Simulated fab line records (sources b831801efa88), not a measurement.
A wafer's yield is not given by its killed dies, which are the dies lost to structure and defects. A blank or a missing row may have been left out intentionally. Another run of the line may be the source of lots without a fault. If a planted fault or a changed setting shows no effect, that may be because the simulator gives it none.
The tool behind it: which one? -- flow sky130 -- route of 708 steps, sampled at 1 step: 6 lots, 18 wafers

WHAT EACH GAUGE READ, for each wafer
SKY_SONOS_TUNNEL_TW_MEAS_12.
lot,measured,on,SONOS_TUNNEL_TW
L956,day 12 19:08,filmMetro-02,196.6 197.1 196.9
L958,day 14 03:14,filmMetro-01,197.7 196.3 197.5
L962,day 14 18:19,filmMetro-01,195.9 196.7 196.7
L968,day 17 03:05,filmMetro-01,195.7 197.1 195.8
L970,day 17 23:46,filmMetro-02,196.8 196.4 196.3
L974,day 18 15:11,filmMetro-01,196.8 196.4 197.0

EACH LOT AND THE TOOL THAT RAN IT (in order: tool; ch and the chambers of the sampled wafers; start)
The record shows no process step preceding these readings.

THE ANSWER, worked out from the rows above alone
Rule: the lots themselves supply what counts as usual. The widest of any qualifying gaps counts: lots, ordered by their means at a reading, are off when they make up no more than a third of the lots, leave a main group of 4 or more, and stand apart from it by 3 or more times the standard deviation of that group's means. Not used: any main group whose means are identical at the precision the tables above print for the reading. A lot without any number at a reading at which 4 lots or more have one is off too. All remaining lots with rows at the step are treated as sound.
Across all readings shown, no lot is off: no conclusion can be drawn from this.

WHAT THE SIMULATOR HAD PUT IN
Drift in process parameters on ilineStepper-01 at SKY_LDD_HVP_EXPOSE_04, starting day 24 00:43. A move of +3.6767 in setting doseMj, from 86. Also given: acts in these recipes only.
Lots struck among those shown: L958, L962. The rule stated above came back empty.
